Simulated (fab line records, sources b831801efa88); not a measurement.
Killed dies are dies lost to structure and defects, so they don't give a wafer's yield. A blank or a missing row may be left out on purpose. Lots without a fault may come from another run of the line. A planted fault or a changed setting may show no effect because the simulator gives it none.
A struck lot beside a sound one | flow sky130 | 43 steps out of a route of 708
Sound: wafers L118.1, L118.3, L118.5. Struck: wafers L134.1, L134.5, L134.6. The cause comes at the end.
At each step with rows: each side's tool, then ch and its chambers, then its first start. Under that, the readings that differ: sound wafers | struck wafers | difference of the means | sigmas: that difference in standard deviations of wafers without a fault.
alike: readings whose means differ by less than 2 such deviations, and words and numbers that are the same on both sides. not compared: withheld readings, readings that some wafer has no value for, bounds like >300 that may hide the same value, and numbers for which the record gives no deviation and whose values overlap.
The two part at a step that has a row with sigmas, a row that says differs or no value, or rows on one side only. Numbers that don't overlap but have no deviation are shown without sigmas and don't part them. A reading that every wafer of one side lacks parts them only if that side has two wafers or more.

first, 3 steps without rows for these wafers: SKY_METAL4_EXPOSE_10 (exposes mask MM4, target cd 300 nm); SKY_METAL4_PEB_11; SKY_METAL4_DEVELOP_12 (develop time 60 s).
SKY_METAL4_CD_MEAS_13: target cd 300 nm.
  sound on cd_sem-02, day 41 21:11; struck on cd_sem-01, day 46 08:32
  alike: cd_nm
SKY_METAL4_OVL_MEAS_14:
  sound on overlay-01, day 41 21:18; struck on overlay-01, day 46 08:39
  alike: METAL4_OVL
then, 2 steps without rows for these wafers: SKY_METAL4_DESCUM_15 (chemistry O2, time 8 s); SKY_METAL4_ETCH_16 (etches BARC in N2/H2, stops on SiO2, time 88.2 s, target depth 60 nm).
SKY_METAL4_ETCH_17: etches SiO2 in C4F8/O2/Ar, stops on TiN, time 3.9 s, target depth 15 nm.
  sound on rie_diel-03 ch 1,3, day 41 21:28; struck on rie_diel-04 ch 1,2, day 46 08:49
  alike: oes_product_au
then, 1 step without rows for these wafers: SKY_METAL4_METAL_ETCH_18 (etches the open film in Cl2/BCl3, stops on SiO2, target depth 845 nm, time 183.1 s).
SKY_METAL4_STRIP_19: strips in O2/N2.
  sound on plasma_asher-04 ch 0, day 41 21:40; struck on plasma_asher-03 ch 0,1, day 46 09:01
  reading                     | sound          | struck         | difference | sigmas
  drypump_motor_current_A (A) | 6.23 6.22 6.20 | 5.61 5.60 5.58 | -0.62      | -3
  alike: oes_product_au, strip_time_to_endpoint_s
  not compared: rf_hours_counter_h
then, 2 steps without rows for these wafers: SKY_METAL4_STRIP_20 (strips in post etch residue remover, time 1200 s); SKY_METAL4_CLEAN_21 (cleans in IPA, time 180 s).
SKY_METAL4_CLEAN_22: cleans in O3/DIW.
  sound on wet_bench-03 ch 1, day 41 22:10; struck on wet_bench-02 ch 0, day 46 09:31
then, 1 step without rows for these wafers: SKY_VIA4_HDPCVD_00 (deposits SiO2, target thk 1750 nm, time 291.7 s).
SKY_VIA4_THK_MEAS_01:
  sound on film_metro-02, day 41 22:26; struck on film_metro-01, day 46 09:47
  alike: VIA4_HDPCVD_THK
then, 1 step without rows for these wafers: SKY_VIA4_CMP_02 (polishes SiO2).
SKY_VIA4_BOW_MEAS_03:
  sound on film_metro-02, day 41 22:47; struck on film_metro-03, day 46 10:25
  alike: VIA4_BOW
then, 7 steps without rows for these wafers: SKY_VIA4_DEHYDRATE_04 (time 60 s); SKY_VIA4_HMDS_05 (prime time 60 s); SKY_VIA4_COAT_06 (resist thk 1140 nm); SKY_VIA4_SOFTBAKE_07 (time 60 s); SKY_VIA4_EXPOSE_08 (exposes mask VIM4, target cd 800 nm); SKY_VIA4_PEB_09; SKY_VIA4_DEVELOP_10 (develop time 60 s).
SKY_VIA4_OVL_MEAS_11:
  sound on overlay-01, day 42 22:05; struck on overlay-01, day 47 06:05
  alike: VIA4_OVL
then, 1 step without rows for these wafers: SKY_VIA4_ETCH_12 (etches SiO2 in C4F8/O2/Ar, stops on TiN, target depth 580 nm).
SKY_VIA4_STRIP_13: strips in O2/N2.
  sound on plasma_asher-01 ch 0,1, day 42 22:11; struck on plasma_asher-04 ch 0,1, day 47 06:11
  reading                     | sound       | struck      | difference | sigmas
  drypump_motor_current_A (A) | 5.0 5.9 5.0 | 6.2 6.2 6.1 | +0.9       | +2
  alike: oes_product_au, strip_time_to_endpoint_s
  not compared: rf_hours_counter_h
then, 4 steps without rows for these wafers: SKY_VIA4_STRIP_14 (strips in post etch residue remover, time 1200 s); SKY_VIA4_CLEAN_15 (cleans in IPA, time 180 s); SKY_VIA4_CLEAN_16 (cleans in O3/DIW); SKY_VIA4_SPUTTER_17 (material TiN, target thk 20 nm, time 80 s).
SKY_VIA4_CVD_18: deposits W, target thk 505 nm, time 152.14 s.
  sound on cvd_w-01 ch 0,1, day 42 22:50; struck on cvd_w-01 ch 0,1, day 47 06:52
  alike: heater_power_w
SKY_VIA4_RS_MEAS_19: measures by four-point-probe.
  sound on film_metro-03, day 42 22:59; struck on film_metro-01, day 47 07:01
  alike: VIA4_W_RS
SKY_VIA4_THK_MEAS_20: measures by xrf.
  sound on film_metro-03, day 42 23:07; struck on film_metro-01, day 47 07:08
  alike: VIA4_W_THK
SKY_VIA4_CMP_21: polishes, stops on SiO2, t overpolish 25 s, target thk 0 nm.
  sound on cmp-02 ch 0,1, day 42 23:10; struck on cmp-02 ch 2,3, day 47 07:23
  alike: motor_current_A, overpolish_run_s, time_to_endpoint_s
then, 5 steps without rows for these wafers: SKY_METAL5_SPUTTER_00 (material Ti, target thk 15 nm, time 10 s); SKY_METAL5_SPUTTER_01 (material TiN, target thk 20 nm, time 16.7 s); SKY_METAL5_SPUTTER_02 (material AlCu, target thk 1150 nm, time 61.2 s); SKY_METAL5_SPUTTER_03 (material Ti, target thk 5 nm, time 3.3 s); SKY_METAL5_SPUTTER_04 (material TiN, target thk 70 nm, time 58.3 s).
SKY_METAL5_RS_MEAS_05: measures by four-point-probe.
  sound on film_metro-02, day 42 23:38; struck on film_metro-01, day 47 07:51
  alike: METAL5_ALCU_RS
SKY_METAL5_THK_MEAS_06: measures by xrf.
  sound on film_metro-02, day 42 23:46; struck on film_metro-01, day 47 07:58
  alike: METAL5_ALCU_THK
-- the record jumps here: 2 days lie between the struck wafers' starts before and after (it left off in module METAL5 and takes up again in module PAD_OPEN, whose first step shown is number 708 of the route) --
SKY_PAD_OPEN_PROBE_99:
  sound on prober-02, day 45 21:12; struck on prober-01, day 49 17:27
  reading                               | sound            | struck            | difference | sigmas
  defect_limited_yield (%)              | 83.1 78.9 87.6   | 70.7 71.5 73.8    | -11.2      | -6
  killed_at_M4_up                       | 5 1 1            | 52 58 54          | +52        | +29
  killed_dies                           | 83 104 61        | 144 140 129       | +55        | +6
  killed_on_rim                         | 15 28 7          | 28 26 26          | +10        | +3
  sort_bin_3_pad_short (%)              | 0 1.0 1.2        | 4.1 5.1 4.9       | +4.0       | +9
  sort_bin_5_function (%)               | 8.7 12.6 7.3     | 18.7 14.4 15.2    | +6.6       | +4
  sort_n_pass                           | 409 388 431      | 348 352 363       | -55        | -6
  sort_yield_pct (%)                    | 83.1 78.9 87.6   | 70.7 71.5 73.8    | -11.2      | -6
  model.etest.tester.sort_n_pass        | 409 388 431      | 348 352 363       | -55        |
  model.etest.tester.sort_yield_pct (%) | 83.13 78.86 87.6 | 70.73 71.54 73.78 | -11.18     |
  model.etest.tester.sort_bin_5_pct (%) | 8.74 12.6 7.317  | 18.7 14.43 15.24  | +6.6       |
  model.etest.tester.sort_bin_3_pct (%) | 0 1.016 1.22     | 4.065 5.081 4.878 | +3.929     |
  alike: killed_at_M0_to_M3, killed_at_contacts, killed_at_front_end, killed_at_other, killed_open, killed_short, sort_bin_6_memory

WHERE THEY PART
First at SKY_METAL4_STRIP_19; last, within this record, at SKY_PAD_OPEN_PROBE_99.

WHY: what the simulator had put in
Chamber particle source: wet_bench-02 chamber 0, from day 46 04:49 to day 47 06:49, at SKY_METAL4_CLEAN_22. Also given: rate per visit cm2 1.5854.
